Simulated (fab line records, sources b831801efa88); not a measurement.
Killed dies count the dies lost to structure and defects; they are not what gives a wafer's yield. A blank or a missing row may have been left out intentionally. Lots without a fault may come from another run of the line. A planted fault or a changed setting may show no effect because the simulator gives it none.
One fault through the eyes of 2 desks ; flow gf180mcu ; numbers are kept per desk, each desk with only its own; the story behind them comes last

FROM THE METROLOGY DESK
Lot by lot, what the gauges showed, no matter which tool ran the lot: averages of those sampled wafers that carry a number. Any lot whose mean is over 4 standard deviations away from the usual mean is out of limits and marked OUT; that distance is given in the brackets.
Columns: A = cd-nm at GF_V4_CD_MEAS_14, usual 260.1 nm
lot;first seen here;A
L153;day 24 13:05;260.9
L155;day 25 10:20;260.7
L156;day 25 20:32;260.1
L158;day 26 13:39;262.4
L160;day 27 10:02;260.0
L162;day 28 00:52;258.3
L170;day 30 00:28;258.3
L172;day 30 13:28;261.5
L173;day 30 19:32;259.3
L174;day 31 03:47;259.4
L175;day 31 08:56;262.2
L176;day 31 11:44;261.6
Result from this desk: across the 12 lots, nothing is out of limits.

FOR THE TOOL OWNER'S DESK: krf-scanner-02
The tool's own readings at GF_V4_EXPOSE_11 (exposes mask Via4, target cd 260 nm): means of the sampled wafers that have a number, for each lot that ran on this tool. Any lot whose mean is over 4 standard deviations away from the usual mean is out of limits and marked OUT; that distance is given in the brackets.
Columns: A = exposure-dose-mJ-cm2 at GF_V4_EXPOSE_11, usual 37.94; B = focus-offset-nm at GF_V4_EXPOSE_11, usual 0.0 nm
lot;first seen here;A;B
L156;day 25 10:11;37.95;-0.2
L162;day 27 14:58;37.97;-0.6
L170;day 29 15:07;37.96;-0.1
L173;day 30 10:06;37.96;-0.5
L174;day 30 18:34;37.97;0.8
L175;day 31 00:10;37.93;-0.3
L176;day 31 02:43;37.93;0.7
Result from this desk: across the 7 lots, nothing is out of limits.

ALL TOGETHER
At the metrology desk, nothing out of limits was observed.
Nothing out of limits was seen by the tool owner's desk.

WHAT THE SIMULATOR HAD PUT IN
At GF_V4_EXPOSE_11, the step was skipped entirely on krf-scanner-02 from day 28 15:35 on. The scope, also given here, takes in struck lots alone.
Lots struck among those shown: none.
